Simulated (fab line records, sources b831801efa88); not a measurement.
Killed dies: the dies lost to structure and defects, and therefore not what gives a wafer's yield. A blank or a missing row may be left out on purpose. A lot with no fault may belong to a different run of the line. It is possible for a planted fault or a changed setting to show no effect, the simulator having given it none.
fab line records	flow sfq-line
record: lots: 5	wafers: 15	last-day: 83
route steps=325 shown I2@107 M3@118 I3@133 M4@148 M8@325
lots with no fault: from the same line, run without faults
start-h: start of the lot's first displayed wafer, in hours after the record's first day	wait-h: time in hours since the lot's previous step	" identical to the entry in the row above	L1.1+2: one row covering several wafers at once	- no value present, or no start provided	* or withheld: withheld	< > ~ a bound
route shown NAME@n: a module of which the file shows steps, and the number in the route of the first	usual: mean/standard deviation taken from wafers without a fault	same: alike in all rows	chamber/n: place in a boat	sites: readings site by site	_std_site: their standard deviation	_edge_site: inner sites' mean taken away from outer sites' mean	radius-mm: for every site, how far away it sits from the centre of the wafer	mask NAME#n: copy n	behind: the most recent tool/chamber to have shaped the wafer	hold: what put the lot on hold/how long, in hours/how the hold closed	device: the n, p or np transistor that did not switch	end of line: the route-end tests of the same wafers	where a step has no rows: the recipe by itself	killed: dies lost to structure and defects at the first sort, not the wafer's yield	map: shows each die of a wafer: x if killed, . if not, _ if none is there
set.NAME: the run value of the setting; set.NAME@STEP: its run value at that earlier step	model.NAME: the simulator's own value behind a step, which no gauge read
a table for each step, a row for each wafer; lots at some steps of the route
services: the hour from which a tool's chamber was out of use, counted from the record's first day as start-h (under 0 if before that day), plus the number of hours and why
== steps ==
step: SFQ_TRILAYER_I2_VIA_LITHO_COAT_072
recipe: resist: BARC	spin-rpm: 3000	resist-thk-nm: 62
step: SFQ_TRILAYER_I2_VIA_LITHO_COAT_067
recipe: resist: KrF	spin-rpm: 3000	resist-thk-nm: 650
step: SFQ_TRILAYER_I2_VIA_LITHO_SOFTBAKE_071
recipe: temp-c: withheld	time-s: withheld	resist: KrF
step: SFQ_TRILAYER_I2_VIA_LITHO_EXPOSE_068
recipe: mask-id: I2	na: 0.6	source-shape: conventional	sigma-outer: 0.65	target-cd-nm: 500	dose-mj: 21.3
step: SFQ_TRILAYER_I2_VIA_LITHO_PEB_070
recipe: peb-temp-c: 115	peb-time-s: 60	resist: KrF
step: SFQ_TRILAYER_I2_VIA_LITHO_DEVELOP_069
recipe: time-s: 60	resist: KrF
step: SFQ_I2_OVL_MEAS_918
usual: I2_OVL: -4/6.5
lot.wafer	tool	chamber	start-h	wait-h	I2_OVL[nm]
L141.3	overlay-01	-	903.53	0.1	-12
L141.4	"	-	"	"	-7
L141.5	"	-	"	"	-5
L148.2	overlay-01	-	971.38	0.1	-9
L148.3	"	-	"	"	-4
L148.4	"	-	"	"	-7
L154.2	overlay-01	-	1057.78	0.1	-4
L154.3	"	-	"	"	-7
L154.4	"	-	"	"	-12
L157.1	overlay-01	-	1091.37	0.1	6
L157.2	"	-	"	"	4
L157.6	"	-	"	"	6
L159.2	overlay-01	-	1094.98	0.1	-12
L159.4	"	-	"	"	-16
L159.6	"	-	"	"	-12
step: SFQ_TRILAYER_I2_VIA_BARC_OPEN_VIA_ETCH_096
recipe: mask-material: PR	chemistry: O2	target-depth-nm: 125	target: BARC	source-w: 500	bias-w: 80	pressure-mtorr: 30	time-s: 41.7
step: SFQ_TRILAYER_I2_VIA_ETCH_VIA_ETCH_070
recipe: target: SiO2	stop-on: Nb	mask-material: PR	taper-deg: 20	chemistry: CHF3	target-depth-nm: 260	source-w: 500	bias-w: 80	pressure-mtorr: 30	time-s: withheld
step: SFQ_TRILAYER_I2_VIA_STRIP_STRIP_071
recipe: gas: O2	power-w: 200	platen-temp-c: 40	overash-fraction: 0.65	chemistry: O2	pressure-mtorr: 50
usual: drypump-motor-current-A: 5.5/0.36	oes-product-au: 0.993/0.014
lot.wafer	tool	chamber	start-h	wait-h	drypump-motor-current-A	oes-product-au	rf-hours-counter-h
L141.3	rie-metal-01	1	903.91	-	6.1	0.993	-
L141.4	"	0	"	"	5.3	0.976	-
L141.5	"	1	"	"	6.1	0.997	-
L148.2	rie-metal-03	0	971.56	-	5.0	1.001	107
L148.3	"	0	"	"	5.0	0.998	-
L148.4	"	1	"	"	5.7	0.988	-
L154.2	rie-metal-01	0	1058.04	-	5.3	0.982	62
L154.3	"	1	"	"	6.1	0.990	-
L154.4	"	0	"	"	5.3	0.964	-
L157.1	rie-metal-04	0	1091.56	-	5.5	0.993	131
L157.2	"	0	"	"	5.5	0.994	-
L157.6	"	0	"	"	5.5	0.989	-
L159.2	rie-metal-04	0	1095.36	-	5.5	1.010	-
L159.4	"	0	"	"	5.5	1.012	-
L159.6	"	0	"	"	5.5	1.004	-
step: SFQ_TRILAYER_I2_VIA_STRIP_SOLV_CLEAN_072
recipe: chemistry: NMP	temp-c: 70	time-s: 600
step: SFQ_TRILAYER_M3_DEP_PRE_CLEAN_074
recipe: gas: Ar	time-s: 22.5	bias-v: 250
step: SFQ_TRILAYER_M3_DEP_SPUTTER_073
recipe: material: Nb	base-pressure-pa: 1.33e-06	chamber-pressure-pa: 0.1333	substrate-temp-c: 20	resputter-cathode-voltage-v: 400	target-thk-nm: 200	power-w: 2000	time-s: 133.3
usual: base-pressure-pa: 1.32e-06/9.7e-08	chamber-pressure-pa: 0.13333/0.00025	throttle-valve-pct: 29.7/1.3
lot.wafer	tool	chamber	start-h	wait-h	base-pressure-pa	chamber-pressure-pa	throttle-valve-pct	model.Nb_of_TRILAYER_M3_DEP_SPUTTER_073.thk-nm
L141.3	pvd-sputter-03	-	904.51	0.0	1.42e-06	0.13312	32.0	197.9
L141.4	"	-	"	"	1.34e-06	0.13363	30.4	201.1
L141.5	"	-	"	"	1.37e-06	0.13304	28.6	202
L148.2	pvd-sputter-06	-	972.37	0.0	1.29e-06	0.13333	30.9	266.9
L148.3	"	-	"	"	1.31e-06	0.13353	28.9	200.8
L148.4	"	-	"	"	1.38e-06	0.13292	30.7	202.3
L154.2	pvd-sputter-03	-	1058.86	0.0	1.35e-06	0.13318	30.1	202.9
L154.3	"	-	"	"	1.33e-06	0.13353	28.4	200.4
L154.4	"	-	"	"	1.21e-06	0.13378	31.7	201
L157.1	pvd-sputter-06	-	1092.97	0.0	1.2e-06	0.13333	29.3	196.8
L157.2	"	-	"	"	1.21e-06	0.13375	30.6	199.8
L157.6	"	-	"	"	1.32e-06	0.1332	28.9	197.6
L159.2	pvd-sputter-04	-	1096.57	0.0	1.32e-06	0.13299	30.9	202.8
L159.4	"	-	"	"	1.38e-06	0.13374	27.3	202.6
L159.6	"	-	"	"	1.07e-06	0.13359	27.7	203.5
step: SFQ_M3_RS_MEAS_919
recipe: thk-meas-gauge: four-point-probe	reads: Nb_of_TRILAYER_M3_DEP_SPUTTER_073
usual: M3_NB_RS: 0.888/0.011
lot.wafer	tool	chamber	start-h	wait-h	hold	M3_NB_RS[ohm/sq]
L141.3	film-metro-04	-	904.64	0.1	-	0.898
L141.4	"	-	"	"	-	0.883
L141.5	"	-	"	"	-	0.883
L148.2	film-metro-02	-	972.48	0.1	await-dispo/0.2h/release	0.666
L148.3	"	-	"	"	await-dispo/0.2h/release	0.887
L148.4	"	-	"	"	await-dispo/0.2h/release	0.878
L148.2	film-metro-02	-	972.76	0.3	-	0.666
L148.3	"	-	"	"	-	0.886
L148.4	"	-	"	"	-	0.878
L154.2	film-metro-02	-	1058.97	0.1	-	0.879
L154.3	"	-	"	"	-	0.888
L154.4	"	-	"	"	-	0.885
L157.1	film-metro-03	-	1093.06	0.0	-	0.904
L157.2	"	-	"	"	-	0.892
L157.6	"	-	"	"	-	0.902
L159.2	film-metro-03	-	1096.68	0.1	-	0.879
L159.4	"	-	"	"	-	0.879
L159.6	"	-	"	"	-	0.875
step: SFQ_TRILAYER_M3_LITHO_COAT_075
recipe: resist: KrF	spin-rpm: 3000	resist-thk-nm: 600
step: SFQ_TRILAYER_M3_LITHO_SOFTBAKE_079
recipe: temp-c: withheld	time-s: withheld	resist: KrF
step: SFQ_TRILAYER_M3_LITHO_EXPOSE_076
recipe: mask-id: M3	na: 0.6	source-shape: conventional	sigma-outer: 0.65	target-cd-nm: 500	dose-mj: 14.4
step: SFQ_TRILAYER_M3_LITHO_PEB_078
recipe: peb-temp-c: 115	peb-time-s: 60	resist: KrF
step: SFQ_TRILAYER_M3_LITHO_DEVELOP_077
recipe: time-s: 60	resist: KrF
step: SFQ_M3_OVL_MEAS_921
usual: M3_OVL: 2/5.6
lot.wafer	tool	chamber	start-h	wait-h	M3_OVL[nm]
L141.3	overlay-01	-	907.04	0.1	7
L141.4	"	-	"	"	7
L141.5	"	-	"	"	4
L148.2	overlay-01	-	982.18	0.1	11
L148.3	"	-	"	"	7
L148.4	"	-	"	"	10
L154.2	overlay-02	-	1197.04	0.1	8
L154.3	"	-	"	"	10
L154.4	"	-	"	"	11
L157.1	overlay-01	-	1230.68	0.1	-2
L157.2	"	-	"	"	1
L157.6	"	-	"	"	6
L159.2	overlay-02	-	1235.48	0.1	-5
L159.4	"	-	"	"	-3
L159.6	"	-	"	"	-4
step: SFQ_TRILAYER_M3_BARC_OPEN_METAL_ETCH_100
recipe: mask-material: PR	chemistry: O2	target-depth-nm: 125	target: BARC	icp-w: 600	bias-w: 80	pressure-mtorr: 10	time-s: 41.7
step: SFQ_TRILAYER_M3_ETCH_METAL_ETCH_078
recipe: target: Nb	stop-on: SiO2	mask-material: PR	chemistry: Cl2/Ar	target-depth-nm: 240	icp-w: 600	bias-w: 80	pressure-mtorr: 10	time-s: 120
usual: drypump-motor-current-A: 5.58/0.29	oes-product-au: 0.895/0.0078
same: time-s: 120
lot.wafer	tool	chamber	start-h	wait-h	drypump-motor-current-A	oes-product-au	rf-hours-counter-h
L141.3	rie-metal-02	0	907.17	0.1	5.65	0.888	-
L141.4	"	1	"	"	5.90	0.888	-
L141.5	"	0	"	"	5.64	0.901	-
L148.2	rie-metal-02	0	982.27	0.0	5.64	1.004	123
L148.3	"	0	"	"	5.66	0.905	-
L148.4	"	1	"	"	5.88	0.908	-
L154.2	rie-metal-04	0	1197.13	0.0	5.48	0.897	3
L154.3	"	1	"	"	5.20	0.895	-
L154.4	"	0	"	"	5.53	0.894	-
L157.1	rie-metal-02	0	1230.77	0.0	5.64	0.882	12
L157.2	"	1	"	"	5.87	0.889	29
L157.6	"	1	"	"	5.90	0.890	-
L159.2	rie-metal-04	0	1235.57	0.0	5.48	0.899	11
L159.4	"	1	"	"	5.21	0.904	-
L159.6	"	0	"	"	5.51	0.904	-
step: SFQ_TRILAYER_M3_STRIP_STRIP_079
recipe: gas: O2	power-w: 200	platen-temp-c: 40	overash-fraction: 0.65	chemistry: O2	pressure-mtorr: 50
step: SFQ_TRILAYER_M3_STRIP_SOLV_CLEAN_080
recipe: chemistry: NMP	temp-c: 70	time-s: 600
step: SFQ_TRILAYER_I3_DEP_PECVD_081
recipe: material: SiO2	temp-c: 150	time-s: 111.11	pressure-torr: 2.4	rf-w: 183.3	precursor: SiH4/N2O	target-thk-nm: 500
usual: heater-power-w: 86/17	throttle-valve-pct: 23.9/1.5
same: time-s: 111.11
lot.wafer	tool	chamber	start-h	wait-h	heater-power-w	throttle-valve-pct
L141.3	pecvd-02	2	908.03	0.0	79	25.4
L141.4	"	1	"	"	77	22.5
L141.5	"	2	"	"	81	25.4
L148.2	pecvd-04	1	983.35	0.0	111	24.6
L148.3	"	0	"	"	94	25.6
L148.4	"	1	"	"	109	24.5
L154.2	pecvd-02	2	1198.03	0.0	74	23.3
L154.3	"	1	"	"	85	21.5
L154.4	"	0	"	"	81	23.2
L157.1	pecvd-01	2	1231.67	0.0	75	24.8
L157.2	"	0	"	"	66	25.4
L157.6	"	0	"	"	68	25.4
L159.2	pecvd-02	0	1236.47	0.0	79	23.1
L159.4	"	2	"	"	72	23.5
L159.6	"	1	"	"	92	21.7
step: SFQ_TRILAYER_I3_CMP_CMP_082
recipe: material: SiO2	down-force-psi: 3	platen-rpm: 60	pad-velocity-m-s: 0.94248
step: SFQ_I3_BOW_MEAS_922
recipe: mode: bow
usual: I3_BOW: 4/10
lot.wafer	tool	chamber	start-h	wait-h	I3_BOW[um]
L141.3	film-metro-04	-	939.63	1.0	11
L141.4	"	-	"	"	12
L141.5	"	-	"	"	4
L148.2	film-metro-01	-	988.58	2.0	-6
L148.3	"	-	"	"	1
L148.4	"	-	"	"	-11
L154.2	film-metro-04	-	1203.13	2.5	7
L154.3	"	-	"	"	-2
L154.4	"	-	"	"	16
L157.1	film-metro-02	-	1234.75	1.5	13
L157.2	"	-	"	"	13
L157.6	"	-	"	"	-4
L159.2	film-metro-01	-	1240.77	1.0	6
L159.4	"	-	"	"	1
L159.6	"	-	"	"	7
step: SFQ_TRILAYER_I3_METRO_MEASURE_083
step: SFQ_TRILAYER_I3_VIA_LITHO_COAT_090
recipe: resist: BARC	spin-rpm: 3000	resist-thk-nm: 62
step: SFQ_TRILAYER_I3_VIA_LITHO_COAT_085
recipe: resist: KrF	spin-rpm: 3000	resist-thk-nm: 650
step: SFQ_TRILAYER_I3_VIA_LITHO_SOFTBAKE_089
recipe: temp-c: withheld	time-s: withheld	resist: KrF
step: SFQ_TRILAYER_I3_VIA_LITHO_EXPOSE_086
recipe: mask-id: I3	na: 0.6	source-shape: conventional	sigma-outer: 0.65	target-cd-nm: 500	dose-mj: 21.3
step: SFQ_TRILAYER_I3_VIA_LITHO_PEB_088
recipe: peb-temp-c: 115	peb-time-s: 60	resist: KrF
step: SFQ_TRILAYER_I3_VIA_LITHO_DEVELOP_087
recipe: time-s: 60	resist: KrF
step: SFQ_I3_OVL_MEAS_923
usual: I3_OVL: 1/5.2
lot.wafer	tool	chamber	start-h	wait-h	I3_OVL[nm]
L141.3	overlay-02	-	1068.58	0.1	-2
L141.4	"	-	"	"	4
L141.5	"	-	"	"	-1
L148.2	overlay-02	-	1132.24	0.1	-1
L148.3	"	-	"	"	-1
L148.4	"	-	"	"	3
L154.2	overlay-01	-	1206.68	0.1	1
L154.3	"	-	"	"	5
L154.4	"	-	"	"	4
L157.1	overlay-02	-	1256.98	0.1	-5
L157.2	"	-	"	"	0
L157.6	"	-	"	"	0
L159.2	overlay-02	-	1260.58	0.1	0
L159.4	"	-	"	"	4
L159.6	"	-	"	"	-2
step: SFQ_TRILAYER_I3_VIA_BARC_OPEN_VIA_ETCH_121
recipe: mask-material: PR	chemistry: O2	target-depth-nm: 125	target: BARC	source-w: 500	bias-w: 80	pressure-mtorr: 30	time-s: 41.7
usual: drypump-motor-current-A: 5.8/0.52	oes-product-au: 0.686/0.0046
same: time-s: 41.7
lot.wafer	tool	chamber	start-h	wait-h	drypump-motor-current-A	oes-product-au	rf-hours-counter-h
L141.3	rie-diel-03	2	1068.61	0.0	5.7	0.676	14
L141.4	"	0	"	"	5.3	0.679	12
L141.5	"	3	"	"	5.2	0.677	-
L148.2	rie-diel-03	2	1132.27	0.0	5.7	0.683	15
L148.3	"	3	"	"	5.2	0.690	8
L148.4	"	1	"	"	6.8	0.685	11
L154.2	rie-diel-04	3	1206.71	0.0	5.6	0.694	12
L154.3	"	1	"	"	6.0	0.687	20
L154.4	"	0	"	"	5.1	0.682	7
L157.1	rie-diel-03	0	1257.01	0.0	5.3	0.686	15
L157.2	"	3	"	"	5.2	0.688	10
L157.6	"	2	"	"	5.7	0.685	-
L159.2	rie-diel-01	3	1260.61	0.0	5.9	0.687	5
L159.4	"	0	"	"	6.0	0.691	12
L159.6	"	3	"	"	6.0	0.682	-
step: SFQ_TRILAYER_I3_VIA_ETCH_VIA_ETCH_088
recipe: target: SiO2	stop-on: Nb	mask-material: PR	taper-deg: 20	chemistry: CHF3	target-depth-nm: 260	source-w: 500	bias-w: 80	pressure-mtorr: 30	time-s: withheld
usual: drypump-motor-current-A: 5.8/0.51	oes-product-au: 0.855/0.0054
lot.wafer	tool	chamber	start-h	wait-h	drypump-motor-current-A	oes-product-au
L141.3	rie-diel-03	2	1068.65	0.0	5.7	0.857
L141.4	"	0	"	"	5.3	0.858
L141.5	"	3	"	"	5.2	0.862
L148.2	rie-diel-03	2	1132.31	0.0	5.7	0.853
L148.3	"	3	"	"	5.2	0.860
L148.4	"	1	"	"	6.7	0.853
L154.2	rie-diel-04	3	1206.75	0.0	5.6	0.854
L154.3	"	1	"	"	6.0	0.852
L154.4	"	0	"	"	5.1	0.854
L157.1	rie-diel-03	0	1257.05	0.0	5.3	0.854
L157.2	"	3	"	"	5.2	0.851
L157.6	"	2	"	"	5.7	0.861
L159.2	rie-diel-01	3	1260.65	0.0	5.9	0.858
L159.4	"	0	"	"	6.0	0.847
L159.6	"	3	"	"	6.0	0.845
step: SFQ_TRILAYER_I3_VIA_STRIP_STRIP_089
recipe: gas: O2	power-w: 200	platen-temp-c: 40	overash-fraction: 0.65	chemistry: O2	pressure-mtorr: 50
usual: drypump-motor-current-A: 5.6/0.33	oes-product-au: 0.991/0.01
lot.wafer	tool	chamber	start-h	wait-h	drypump-motor-current-A	oes-product-au	rf-hours-counter-h
L141.3	rie-metal-03	1	1068.96	-	5.7	0.976	-
L141.4	"	0	"	"	5.0	0.996	-
L141.5	"	0	"	"	5.0	0.998	-
L148.2	rie-metal-03	1	1132.42	-	5.7	0.962	116
L148.3	"	1	"	"	5.7	0.961	-
L148.4	"	0	"	"	5.0	0.992	-
L154.2	rie-metal-02	0	1206.87	-	5.7	0.996	8
L154.3	"	0	"	"	5.7	0.996	-
L154.4	"	1	"	"	5.9	1.002	-
L157.1	rie-metal-01	1	1257.17	-	6.1	0.989	131
L157.2	"	0	"	"	5.3	0.985	79
L157.6	"	0	"	"	5.3	0.989	-
L159.2	rie-metal-02	0	1260.77	-	5.6	1.002	17
L159.4	"	0	"	"	5.7	0.988	-
L159.6	"	0	"	"	5.7	0.988	-
step: SFQ_TRILAYER_I3_VIA_STRIP_SOLV_CLEAN_090
recipe: chemistry: NMP	temp-c: 70	time-s: 600
step: SFQ_TRILAYER_M4_DEP_PRE_CLEAN_092
recipe: gas: Ar	time-s: 22.5	bias-v: 250
step: SFQ_M8_BOW_MEAS_951
recipe: mode: bow
usual: M8_BOW: 10/13
lot.wafer	tool	chamber	start-h	wait-h	M8_BOW[um]	model.etest.m3.comb-log10-ohm	model.etest.m3.ohm-sq
L141.3	film-metro-01	-	1845.35	0.0	6	12	0.9
L141.4	"	-	"	"	7	12	0.8857
L141.5	"	-	"	"	-1	12	0.8817
L148.2	film-metro-04	-	1901.79	0.0	17	0	0.6671
L148.3	"	-	"	"	24	12	0.8867
L148.4	"	-	"	"	11	12	0.8801
L154.2	film-metro-04	-	1934.18	0.0	25	12	0.8778
L154.3	"	-	"	"	18	12	0.8888
L154.4	"	-	"	"	34	12	0.8858
L157.1	film-metro-04	-	1978.35	0.0	7	12	0.9048
L157.2	"	-	"	"	9	12	0.8914
L157.6	"	-	"	"	-10	12	0.9011
L159.2	film-metro-01	-	1980.77	0.0	11	12	0.8781
L159.4	"	-	"	"	6	12	0.879
L159.6	"	-	"	"	12	12	0.8752
== services ==
tool	chamber	start-h	hours	kind
rie-metal-02	0	928.80	2.4	repair
pecvd-02	-	933.25	14.0	pm
rie-metal-03	-	936.65	15.6	pm
rie-metal-04	-	941.73	2.8	pm
pecvd-02	1	941.74	2.5	repair
pecvd-02	1	953.02	5.9	repair
rie-metal-01	0	966.56	5.8	repair
rie-metal-04	0	996.50	8.0	repair
pecvd-02	0	1026.04	4.9	repair
rie-metal-04	-	1043.01	0.2	repair
pecvd-02	-	1047.53	1.0	repair
pecvd-02	1	1065.35	40.4	repair
pecvd-02	-	1077.14	2.0	repair
rie-diel-03	-	1079.39	2.8	pm
rie-diel-03	0	1088.58	3.0	repair
rie-metal-04	-	1128.82	2.3	repair
rie-metal-04	0	1135.86	15.9	repair
rie-metal-01	0	1160.92	49.1	repair
rie-metal-02	1	1166.96	2.4	repair
pecvd-02	-	1169.06	1.7	repair
pecvd-02	2	1182.04	8.0	repair
rie-metal-01	-	1199.70	14.6	pm
rie-diel-03	-	1207.90	0.5	repair
rie-metal-02	0	1245.67	2.5	repair
== key ==
first-sign: step: SFQ_M3_RS_MEAS_919	reading: visit	direction: added
effect: step: SFQ_M3_RS_MEAS_919	reading: M3_NB_RS	direction: down	sigmas: 20	usual: 0.888	struck: 0.666
effect: step: SFQ_TRILAYER_M3_ETCH_METAL_ETCH_078	reading: oes-product-au	direction: up	sigmas: 14	usual: 0.895	struck: 1.004
model-effect: step: SFQ_TRILAYER_M3_DEP_SPUTTER_073	value: Nb_of_TRILAYER_M3_DEP_SPUTTER_073.thk-nm	without: 197.7	struck: 266.9
model-effect: step: SFQ_M8_BOW_MEAS_951	value: etest.m3.comb-log10-ohm	without: 12	struck: 0
met-at SFQ_TRILAYER_M3_DEP_SPUTTER_073
struck-wafers L148.2
fault: kind: process-parameter-drift	tool: pvd-sputter-06	chamber: -	onset-h: 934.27	steps: SFQ_TRILAYER_M3_DEP_SPUTTER_073	channel: target-thk-nm	offset: 69.246	shape: step	end-h: 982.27	acts-in: these-recipes-only	stated: 200	scope: struck-wafers-only
